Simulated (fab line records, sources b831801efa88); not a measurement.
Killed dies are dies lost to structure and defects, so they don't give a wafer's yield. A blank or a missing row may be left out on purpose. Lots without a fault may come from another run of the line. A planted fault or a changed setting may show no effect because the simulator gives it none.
Which tool did it? | flow sky130 | 14 lots, 42 wafers sampled, at 3 steps of a route of 708

WHAT THE GAUGES READ, wafer by wafer
SKY_METAL4_OVL_MEAS_14.
lot  | measured     | on         | METAL4_OVL (nm)
L294 | day 41 13:53 | overlay-02 | 7 3 2
L296 | day 42 06:26 | overlay-02 | 4 -1 -8
L297 | day 42 23:43 | overlay-02 | -6 -1 -7
L299 | day 43 05:41 | overlay-02 | 1 1 8
L301 | day 43 20:32 | overlay-01 | 6 -1 5
L302 | day 44 05:35 | overlay-01 | 1 4 5
L304 | day 44 23:20 | overlay-01 | 8 2 -1
L305 | day 45 01:30 | overlay-02 | -3 -5 -1
L307 | day 45 13:11 | overlay-02 | -9 -11 -5
L308 | day 45 15:28 | overlay-01 | -1 -5 -4
L310 | day 46 03:53 | overlay-02 | 6 2 -2
L314 | day 47 15:06 | overlay-01 | 2 11 1
L315 | day 48 01:49 | overlay-01 | 1 3 4
L316 | day 47 20:01 | overlay-01 | 11 3 5

SKY_METAL5_RS_MEAS_05: measures by four-point-probe.
lot  | measured     | on            | METAL5_ALCU_RS (ohm/sq)
L294 | day 42 16:15 | film_metro-02 | 0.02739 0.02754 0.02746
L296 | day 43 08:20 | film_metro-02 | 0.02678 0.02716 0.02674
L297 | day 44 01:55 | film_metro-04 | 0.02666 0.02734 0.027
L299 | day 44 06:40 | film_metro-04 | 0.02743 0.02697 0.02722
L301 | day 44 22:22 | film_metro-01 | 0.02737 0.0272 0.02745
L302 | day 45 06:08 | film_metro-04 | 0.02685 0.02708 0.02714
L304 | day 45 23:46 | film_metro-04 | 0.02767 0.02738 0.02761
L305 | day 46 03:30 | film_metro-01 | 0.02752 0.0279 0.02745
L307 | day 46 13:38 | film_metro-02 | 0.02723 0.02725 0.02751
L308 | day 46 14:55 | film_metro-01 | 0.02698 0.0269 0.0272
L310 | day 47 02:44 | film_metro-01 | 0.02719 0.02711 0.02714
L314 | day 48 13:29 | film_metro-04 | 0.02723 0.0275 0.02741
L315 | day 48 23:29 | film_metro-01 | 0.02718 0.02717 0.02725
L316 | day 48 17:58 | film_metro-04 | 0.02671 0.02708 0.02719

WHICH TOOL RAN EACH LOT (tool, then ch and the chambers of the sampled wafers, then the start)
lot  | SKY_FIELD_ISO_CVD_03
L294 | lpcvd-02 ch 0, day 1 17:36
L296 | lpcvd-02 ch 0, day 2 05:11
L297 | lpcvd-02 ch 1, day 2 08:43
L299 | lpcvd-02 ch 1, day 2 19:05
L301 | lpcvd-02 ch 1, day 3 03:41
L302 | lpcvd-02 ch 1, day 3 12:20
L304 | lpcvd-02 ch 1, day 3 18:41
L305 | lpcvd-02 ch 1, day 3 23:41
L307 | lpcvd-02 ch 0, day 4 09:54
L308 | lpcvd-02 ch 0, day 4 17:26
L310 | lpcvd-02 ch 1, day 5 02:13
L314 | lpcvd-02 ch 1, day 5 21:07
L315 | lpcvd-02 ch 0, day 6 03:32
L316 | lpcvd-02 ch 0, day 6 07:16
- SKY_FIELD_ISO_CVD_03: deposits Si3N4 from DCS/NH3, target thk 165 nm, time 2830 s.

WHAT THE TOOLS THEMSELVES READ (means of the sampled wafers that have a number; where no wafer has one, the mark that the record gives instead)
SKY_FIELD_ISO_CVD_03.
lot  | tool     | spike_tc_centre_C (C)
L294 | lpcvd-02 | 771.7
L296 | lpcvd-02 | 770.6
L297 | lpcvd-02 | 771.7
L299 | lpcvd-02 | 771.9
L301 | lpcvd-02 | 771.8
L302 | lpcvd-02 | 771.1
L304 | lpcvd-02 | 771.1
L305 | lpcvd-02 | 771.9
L307 | lpcvd-02 | 771.4
L308 | lpcvd-02 | 771.5
L310 | lpcvd-02 | 771.0
L314 | lpcvd-02 | 771.8
L315 | lpcvd-02 | 771.5
L316 | lpcvd-02 | 771.4

THE ANSWER, worked out from the rows above alone
Rule: what is usual is taken from the lots themselves. Put in order of their means at a reading, lots are off if they are a third of the lots or fewer, leave a main group of 4 or more, and stand apart from it by a gap of 3 or more times the standard deviation of the main group's means; of several such gaps the widest counts. A main group whose means are all the same, to the digits that the tables above print for the reading, isn't used. A lot without any number at a reading at which 4 lots or more have one is off too. The other lots that the step has rows for count as sound. The gauges are gone through in route order, then the tools' own readings, and for those a lot's mean is taken as printed above. The first step at which some lot is off is used, and at that step the reading that is off furthest; a lot without a number counts as furthest.
No lot is off at any reading shown: from this, nothing can be told.

WHAT THE SIMULATOR HAD PUT IN
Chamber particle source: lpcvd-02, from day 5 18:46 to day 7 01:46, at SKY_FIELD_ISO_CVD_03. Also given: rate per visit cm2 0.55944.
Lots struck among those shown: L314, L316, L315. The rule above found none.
